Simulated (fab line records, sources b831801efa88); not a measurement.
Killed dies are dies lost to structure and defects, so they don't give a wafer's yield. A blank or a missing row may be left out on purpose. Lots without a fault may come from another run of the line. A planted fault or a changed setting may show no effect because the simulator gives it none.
fab line records | flow sky130
record lots=12 wafers=36 last_day=50
route steps=708 shown PWDE@54 NWELL@78 VT_ADJUST_HVTP@92 VT_ADJUST_LVTN@105 PAD_OPEN@708
lots that met no fault: from a run of the same line without faults
start_h: hours from the record's first day to the start of the lot's first wafer shown | wait_h: hours since the lot's step before | " the same as in the row above | L1.1+2: a row that stands for several wafers | - no value, or no start given | * or withheld: withheld | < > ~ a bound
route shown NAME@n: a module of which the file shows steps, and the number in the route of the first | usual: mean/standard deviation of fault-free wafers | same: alike in all rows | chamber/n: place in a boat | sites: the reading at each site | _std_site: their standard deviation | _edge_site: outer sites' mean less inner sites' | radius_mm: how far each site lies from the wafer's centre | mask NAME#n: copy n | behind: the tool/chamber that last shaped the wafer | hold: why the lot was held/for how many hours/how that ended | device: the transistor (n, p or np) that didn't switch | end of line: the same wafers' tests at the end of the route | a step without rows: its recipe alone | killed: dies lost to structure and defects at the first sort, not the wafer's yield | map: a wafer's dies, x killed, . not, _ none there
set.NAME: the setting as run; set.NAME@STEP: as run at that earlier step | model.NAME: the simulator's own value behind a step, which no gauge read
steps of the route over a sample of lots; a table a step, a row a wafer
services: from which hour (start_h, from the record's first day; less than 0 if before it) a tool's chamber was out of use, for how many hours, and why
## steps
# step SKY_PWDE_STRIP_09
# recipe chemistry=O2/N2 power_w=1400 pressure_mtorr=1500 platen_temp_c=withheld o2_flow_sccm=3000 n2_flow_sccm=300 overash_fraction=0.5
# usual drypump_motor_current_A=5.90/0.27 oes_product_au=0.723/0.005 strip_time_to_endpoint_s=36.93/0.11
# columns lot.wafer tool chamber start_h wait_h drypump_motor_current_A oes_product_au rf_hours_counter_h strip_time_to_endpoint_s
L468.1 plasma_asher-02 0 70.97 0.1 5.71 0.726 39 36.82
L468.4 " 1 " " 6.25 0.715 - 36.76
L468.6 " 0 " " 5.70 0.717 - 36.87
L469.4 plasma_asher-03 0 74.97 0.1 5.95 0.728 - 37.06
L469.5 " 0 " " 5.91 0.721 - 36.95
L469.6 " 1 " " 6.08 0.720 - 37.06
L470.1 plasma_asher-02 1 80.49 0.1 6.21 0.720 40 36.87
L470.4 " 1 " " 6.26 0.726 - 36.85
L470.6 " 0 " " 5.68 0.725 - 36.94
L471.2 plasma_asher-03 1 86.87 0.1 6.12 0.723 40 37.10
L471.3 " 1 " " 6.10 0.725 - 37.13
L471.5 " 0 " " 5.95 0.724 - 37.07
L472.2 plasma_asher-04 1 92.84 0.1 5.72 0.724 27 37.02
L472.5 " 0 " " 5.32 0.721 - 37.05
L472.6 " 1 " " 5.71 0.727 - 36.97
L479.1 plasma_asher-02 1 130.84 0.1 6.27 0.715 1 36.88
L479.4 " 0 " " 5.71 0.720 - 36.99
L479.5 " 0 " " 5.71 0.717 - 37.03
L482.2 plasma_asher-03 1 146.99 0.1 6.11 0.733 45 36.85
L482.3 " 0 " " 5.90 0.729 - 36.87
L482.6 " 1 " " 6.08 0.722 - 36.79
L483.1 plasma_asher-04 1 153.72 0.1 5.71 0.720 34 36.83
L483.2 " 0 " " 5.31 0.725 34 36.88
L483.5 " 1 " " 5.72 0.723 - 36.97
L488.1 plasma_asher-03 0 183.42 0.1 5.91 0.720 49 36.91
L488.4 " 1 " " 6.10 0.723 - 36.94
L488.5 " 1 " " 6.11 0.723 - 37.07
L489.1 plasma_asher-03 0 189.28 0.1 5.90 0.718 50 36.91
L489.2 " 1 " " 6.11 0.729 50 36.78
L489.4 " 1 " " 6.11 0.716 - 36.84
L490.1 plasma_asher-04 0 194.78 0.1 5.30 0.715 38 37.06
L490.2 " 1 " " 5.73 0.723 38 37.01
L490.5 " 0 " " 5.31 0.727 - 36.95
L491.2 plasma_asher-03 0 199.13 0.1 5.92 0.724 51 36.82
L491.4 " 0 " " 5.91 0.718 - 36.92
L491.5 " 0 " " 5.94 0.729 - 36.82
# step SKY_NWELL_STRIP_25
# recipe chemistry=O2/N2 power_w=1400 pressure_mtorr=1500 platen_temp_c=withheld o2_flow_sccm=3000 n2_flow_sccm=300 overash_fraction=0.5
# usual drypump_motor_current_A=5.7/0.37 oes_product_au=0.723/0.0044 strip_time_to_endpoint_s=36.93/0.097
# columns lot.wafer tool chamber start_h wait_h drypump_motor_current_A oes_product_au rf_hours_counter_h strip_time_to_endpoint_s
L468.1 plasma_asher-02 0 105.92 0.1 5.7 0.725 42 36.92
L468.4 " 0 " " 5.7 0.724 - 36.93
L468.6 " 0 " " 5.7 0.716 - 36.92
L469.4 plasma_asher-01 1 110.22 0.1 5.2 0.723 - 37.03
L469.5 " 1 " " 5.2 0.727 - 37.12
L469.6 " 0 " " 6.3 0.723 - 37.03
L470.1 plasma_asher-04 1 117.20 0.1 5.7 0.722 30 36.91
L470.4 " 1 " " 5.7 0.718 - 36.81
L470.6 " 1 " " 5.7 0.718 - 36.85
L471.2 plasma_asher-04 1 122.94 0.1 5.7 0.714 30 37.02
L471.3 " 0 " " 5.3 0.716 - 36.97
L471.5 " 0 " " 5.3 0.722 - 37.05
L472.2 plasma_asher-04 1 129.65 0.1 5.7 0.724 31 36.97
L472.5 " 0 " " 5.3 0.725 - 36.90
L472.6 " 1 " " 5.7 0.726 - 36.94
L479.1 plasma_asher-02 1 171.00 0.1 6.2 0.728 5 36.94
L479.4 " 0 " " 5.7 0.721 - 36.83
L479.5 " 1 " " 6.2 0.729 - 36.83
L482.2 plasma_asher-02 0 188.53 0.1 5.7 0.726 7 36.92
L482.3 " 1 " " 6.2 0.722 - 36.96
L482.6 " 1 " " 6.2 0.720 - 36.84
L483.1 plasma_asher-04 0 196.48 0.1 5.3 0.730 38 36.76
L483.2 " 1 " " 5.7 0.725 38 36.85
L483.5 " 1 " " 5.7 0.729 - 36.86
L488.1 plasma_asher-04 0 227.13 0.1 5.3 0.723 41 36.80
L488.4 " 1 " " 5.7 0.721 - 36.96
L488.5 " 0 " " 5.3 0.718 - 36.82
L489.1 plasma_asher-04 1 234.95 0.1 5.7 0.718 42 36.88
L489.2 " 0 " " 5.3 0.726 42 36.82
L489.4 " 0 " " 5.3 0.712 - 36.91
L490.1 plasma_asher-04 0 240.88 0.1 5.3 0.718 42 37.00
L490.2 " 1 " " 5.7 0.724 42 37.03
L490.5 " 1 " " 5.7 0.726 - 37.05
L491.2 plasma_asher-01 1 245.08 0.1 5.2 0.724 55 36.78
L491.4 " 0 " " 6.3 0.717 - 36.87
L491.5 " 0 " " 6.3 0.726 - 36.85
# step SKY_VT_ADJUST_HVTP_CD_MEAS_07
# recipe target_cd_nm=380
# usual cd_nm=379.7/2.6
# columns lot.wafer tool chamber start_h wait_h cd_nm
L468.1 cd_sem-01 - 125.07 0.1 380.9
L468.4 " - " " 380.6
L468.6 " - " " 379.7
L469.4 cd_sem-02 - 129.14 0.1 376.6
L469.5 " - " " 378.4
L469.6 " - " " 374.9
L470.1 cd_sem-02 - 136.83 0.1 381.3
L470.4 " - " " 379.4
L470.6 " - " " 381.9
L471.2 cd_sem-02 - 142.92 0.1 378.5
L471.3 " - " " 377.8
L471.5 " - " " 377.1
L472.2 cd_sem-02 - 149.85 0.1 380.2
L472.5 " - " " 377.4
L472.6 " - " " 378.0
L479.1 cd_sem-02 - 192.78 0.1 379.9
L479.4 " - " " 379.3
L479.5 " - " " 381.3
L482.2 cd_sem-01 - 210.94 0.1 377.6
L482.3 " - " " 377.7
L482.6 " - " " 374.7
L483.1 cd_sem-01 - 218.02 0.1 375.6
L483.2 " - " " 378.5
L483.5 " - " " 374.6
L488.1 cd_sem-02 - 251.25 0.1 380.4
L488.4 " - " " 383.8
L488.5 " - " " 380.0
L489.1 cd_sem-01 - 259.10 0.1 383.9
L489.2 " - " " 385.5
L489.4 " - " " 386.4
L490.1 cd_sem-01 - 265.27 0.1 381.3
L490.2 " - " " 378.9
L490.5 " - " " 377.9
L491.2 cd_sem-01 - 269.15 0.1 377.7
L491.4 " - " " 374.3
L491.5 " - " " 375.7
# step SKY_VT_ADJUST_LVTN_IMPLANT_08
# recipe species=B energy_kev=30 dose_cm2=1.57e+12 tilt_deg=withheld
# usual dose_ions_cm2=1.5698e+12/1.6e+09 faraday_current_uA=8.84/0.16
# columns lot.wafer tool chamber start_h wait_h dose_ions_cm2 faraday_current_uA
L468.1 implanter-04 0 144.25 0.0 1.5692e+12 8.53
L468.4 " 0 " " 1.5684e+12 8.74
L468.6 " 0 " " 1.5706e+12 8.83
L469.4 implanter-04 0 149.08 0.1 1.5733e+12 9.01
L469.5 " 0 " " 1.5724e+12 8.62
L469.6 " 0 " " 1.5704e+12 8.84
L470.1 implanter-04 0 156.70 0.0 1.5712e+12 9.05
L470.4 " 0 " " 1.5711e+12 8.98
L470.6 " 0 " " 1.5708e+12 8.54
L471.2 implanter-04 0 163.48 0.0 1.5684e+12 8.93
L471.3 " 0 " " 1.5688e+12 8.83
L471.5 " 0 " " 1.5698e+12 8.81
L472.2 implanter-04 0 170.53 0.0 1.5691e+12 8.83
L472.5 " 0 " " 1.5706e+12 9.00
L472.6 " 0 " " 1.5695e+12 9.02
L479.1 implanter-02 0 214.17 0.0 2.4012e+12 13.33
L479.4 " 0 " " 2.4005e+12 13.67
L479.5 " 0 " " 2.4031e+12 13.38
L482.2 implanter-02 0 233.76 0.0 2.3989e+12 13.19
L482.3 " 0 " " 2.4004e+12 13.23
L482.6 " 0 " " 2.4002e+12 13.46
L483.1 implanter-01 0 241.57 0.0 1.5694e+12 8.69
L483.2 " 0 " " 1.5665e+12 8.88
L483.5 " 0 " " 1.5706e+12 8.84
L488.1 implanter-01 0 275.07 0.0 1.5708e+12 9.03
L488.4 " 0 " " 1.5721e+12 8.92
L488.5 " 0 " " 1.5693e+12 8.74
L489.1 implanter-04 0 283.80 0.0 1.5702e+12 8.83
L489.2 " 0 " " 1.5709e+12 8.90
L489.4 " 0 " " 1.5694e+12 8.63
L490.1 implanter-01 0 290.67 0.0 1.5681e+12 8.71
L490.2 " 0 " " 1.5685e+12 8.76
L490.5 " 0 " " 1.5682e+12 8.59
L491.2 implanter-02 0 294.76 0.0 1.5705e+12 9.15
L491.4 " 0 " " 1.5687e+12 8.89
L491.5 " 0 " " 1.5688e+12 8.87
# step SKY_VT_ADJUST_LVTN_TW_MEAS_10
# usual VT_ADJUST_LVTN_TW=242.0/2.1
# columns lot.wafer tool chamber start_h wait_h VT_ADJUST_LVTN_TW
L468.1 film_metro-01 - 144.50 0.1 243.6
L468.4 " - " " 242.1
L468.6 " - " " 243.7
L469.4 film_metro-02 - 149.28 0.1 242.6
L469.5 " - " " 242.9
L469.6 " - " " 242.7
L470.1 film_metro-04 - 156.95 0.1 240.6
L470.4 " - " " 239.9
L470.6 " - " " 239.1
L471.2 film_metro-02 - 163.71 0.1 243.5
L471.3 " - " " 242.7
L471.5 " - " " 243.1
L472.2 film_metro-02 - 170.76 0.1 242.0
L472.5 " - " " 240.6
L472.6 " - " " 242.2
L479.1 film_metro-01 - 214.42 0.1 277.9
L479.4 " - " " 278.9
L479.5 " - " " 278.2
L482.2 film_metro-01 - 233.99 0.1 274.7
L482.3 " - " " 276.4
L482.6 " - " " 275.5
L483.1 film_metro-01 - 241.82 0.1 244.0
L483.2 " - " " 242.0
L483.5 " - " " 244.1
L488.1 film_metro-02 - 275.32 0.1 241.8
L488.4 " - " " 241.6
L488.5 " - " " 241.2
L489.1 film_metro-02 - 284.05 0.1 241.0
L489.2 " - " " 240.6
L489.4 " - " " 242.2
L490.1 film_metro-04 - 290.92 0.1 239.3
L490.2 " - " " 239.1
L490.5 " - " " 238.4
L491.2 film_metro-01 - 294.99 0.1 244.4
L491.4 " - " " 242.7
L491.5 " - " " 244.9
# step SKY_PAD_OPEN_PROBE_99
# usual killed_at_M0_to_M3=42/6.3 killed_at_M4_up=2.8/1.9 killed_at_contacts=23/5.3 killed_at_front_end=16/4.3 killed_at_other=0.2/0.51 killed_dies=84/9.3 killed_open=46/7.6 killed_short=38/6.3
# same gross_dies=492 killed_at_back_side=0
# columns lot.wafer tool chamber start_h wait_h killed_at_M0_to_M3 killed_at_M4_up killed_at_contacts killed_at_front_end killed_at_other killed_dies killed_open killed_short
L479.1 prober-01 - 1147.57 0.1 43 5 22 29 0 99 54 45
L479.4 prober-01 - 1147.72 0.2 51 3 21 8 0 83 51 32
L479.5 prober-01 - 1147.77 0.2 33 5 25 17 0 80 38 42
# killed by level:class
L479.1 VIA1:geometric_particle:open=13 CONTACT:geometric_particle:open=9 FIELD_ISO:geometric_particle:open=7 POLY_GATE:geometric_particle:open=7 LI_CONTACT:geometric_particle:open=7 POLY_GATE:geometric_particle:short=6 VIA2:geometric_particle:short=6 VIA1:geometric_particle:short=5
L479.4 VIA1:geometric_particle:open=11 VIA3:geometric_particle:open=11 VIA2:geometric_particle:open=10 CONTACT:geometric_particle:short=7 CONTACT:geometric_particle:open=7 LI_CONTACT:geometric_particle:open=5 VIA1:geometric_particle:short=5 METAL1:geometric_particle:short=4
L479.5 FIELD_ISO:geometric_particle:short=9 CONTACT:geometric_particle:short=8 CONTACT:geometric_particle:open=7 FIELD_ISO:geometric_particle:open=6 VIA2:geometric_particle:open=6 VIA1:geometric_particle:open=6 METAL2:geometric_particle:short=6 LI_CONTACT:geometric_particle:open=4
## services
# columns tool chamber start_h hours kind
plasma_asher-04 - 57.15 4.2 repair
implanter-02 - 69.43 24.1 pm
implanter-04 - 73.26 1.3 repair
plasma_asher-03 - 90.22 2.8 pm
implanter-02 - 104.90 2.2 pm
plasma_asher-02 - 108.75 9.0 pm
plasma_asher-02 0 108.75 9.0 vent_cycle
plasma_asher-02 1 108.75 9.0 vent_cycle
plasma_asher-02 0 117.75 - clean
plasma_asher-02 1 117.75 - clean
implanter-01 - 118.86 3.7 pm
plasma_asher-03 - 135.51 0.8 repair
implanter-02 - 140.76 1.2 repair
plasma_asher-02 - 143.42 2.8 pm
plasma_asher-01 - 144.30 8.0 repair
implanter-01 - 157.12 7.8 repair
plasma_asher-01 - 159.98 0.5 repair
implanter-04 - 181.99 3.3 pm
plasma_asher-02 - 224.48 4.3 pm
implanter-04 - 240.36 1.3 repair
## key
first_sign step=SKY_VT_ADJUST_LVTN_IMPLANT_08 reading=dose_ions_cm2 direction=up sigmas=99+ usual=* struck=*
effect step=SKY_VT_ADJUST_LVTN_IMPLANT_08 reading=faraday_current_uA direction=up sigmas=28 usual=8.84 struck=13.38
effect step=SKY_VT_ADJUST_LVTN_TW_MEAS_10 reading=VT_ADJUST_LVTN_TW direction=up sigmas=17 usual=242.0 struck=276.9
met_at SKY_VT_ADJUST_LVTN_IMPLANT_08
struck_lots L479,L482
tester_left_out L479,L482
not_acting_at SKY_PWDE_STRIP_09,SKY_NWELL_STRIP_25,SKY_VT_ADJUST_HVTP_CD_MEAS_07
fault kind=process_parameter_drift tool=implanter-02 chamber=- onset_h=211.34 steps=SKY_VT_ADJUST_LVTN_IMPLANT_08 channel=dose_cm2 offset=* shape=step end_h=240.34 acts_in=* stated=*
# tester_left_out: of these lots the tester's yield and bins aren't shown, on N5 and GAA mostly nor the transistor test; their killed dies are dies lost to structure and defects alone, not to doping, threshold or leakage, so they don't give the yield
